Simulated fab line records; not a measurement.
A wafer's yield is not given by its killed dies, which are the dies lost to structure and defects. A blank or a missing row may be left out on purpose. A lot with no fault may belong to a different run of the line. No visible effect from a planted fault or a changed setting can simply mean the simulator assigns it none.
Which tool was responsible? :: flow gf180mcu :: 6 lots, 18 wafers sampled, at 2 steps of a route of 602

WHAT EACH GAUGE READ, for each wafer
GF_STI_CD_MEAS_12 targets a cd of 220 nm.
lot: L482
measured: day 2 11:26
on: cd_sem-01
cd_nm (nm): 220.2 220.6 220.6

lot: L485
measured: day 3 04:03
on: cd_sem-01
cd_nm (nm): 220.0 219.5 219.5

lot: L488
measured: day 3 18:13
on: cd_sem-02
cd_nm (nm): 228.2 227.6 228.7

lot: L491
measured: day 4 09:21
on: cd_sem-01
cd_nm (nm): 219.5 219.0 218.4

lot: L498
measured: day 5 22:43
on: cd_sem-02
cd_nm (nm): 220.6 219.9 220.1

lot: L503
measured: day 6 23:56
on: cd_sem-02
cd_nm (nm): 220.2 220.6 219.6

EACH LOT AND THE TOOL THAT RAN IT (in order: tool; ch and the chambers of the sampled wafers; start)
lot: L482
GF_STI_PEB_10: litho_track-03 ch 0, day 2 11:07

lot: L485
GF_STI_PEB_10: litho_track-03 ch 0, day 3 03:42

lot: L488
GF_STI_PEB_10: litho_track-03 ch 0, day 3 17:53

lot: L491
GF_STI_PEB_10: litho_track-02 ch 0, day 4 09:01

lot: L498
GF_STI_PEB_10: litho_track-01 ch 0, day 5 22:24

lot: L503
GF_STI_PEB_10: litho_track-01 ch 0, day 6 23:35
- GF_STI_PEB_10: peb time 90 s.

THE ANSWER, worked out from the rows above alone
Rule: the lots themselves supply what counts as usual. Put in order of their means at a reading, lots are off if they are a third of the lots or fewer, leave a main group of 4 or more, and stand apart from it by a gap of 3 or more times the standard deviation of the main group's means; of several such gaps the widest counts. The tables above print the reading to a certain number of digits; a main group whose means all agree to those digits is not used. A lot without any number at a reading at which 4 lots or more have one is off too. All remaining lots with rows at the step are treated as sound.
Off at GF_STI_CD_MEAS_12 (cd_nm): L488. The main group: mean 219.9 nm, standard deviation 0.53.
If a tool, at a process step before that reading, ran all the lots that are off and no sound lot after the first of them, it fits. Those tools and the gauges at GF_STI_CD_MEAS_12 are tried in the same way. One fits: litho_track-03 at GF_STI_PEB_10. Its last sound lot is L485 (day 3 03:42), its first lot that is off L488 (day 3 17:53): a fault that began between those two fits.

WHAT THE SIMULATOR HAD INSERTED
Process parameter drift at GF_STI_PEB_10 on litho_track-03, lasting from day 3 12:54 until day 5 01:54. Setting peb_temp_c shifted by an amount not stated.
Struck lots among those shown: L488. The rule above reached the same finding.
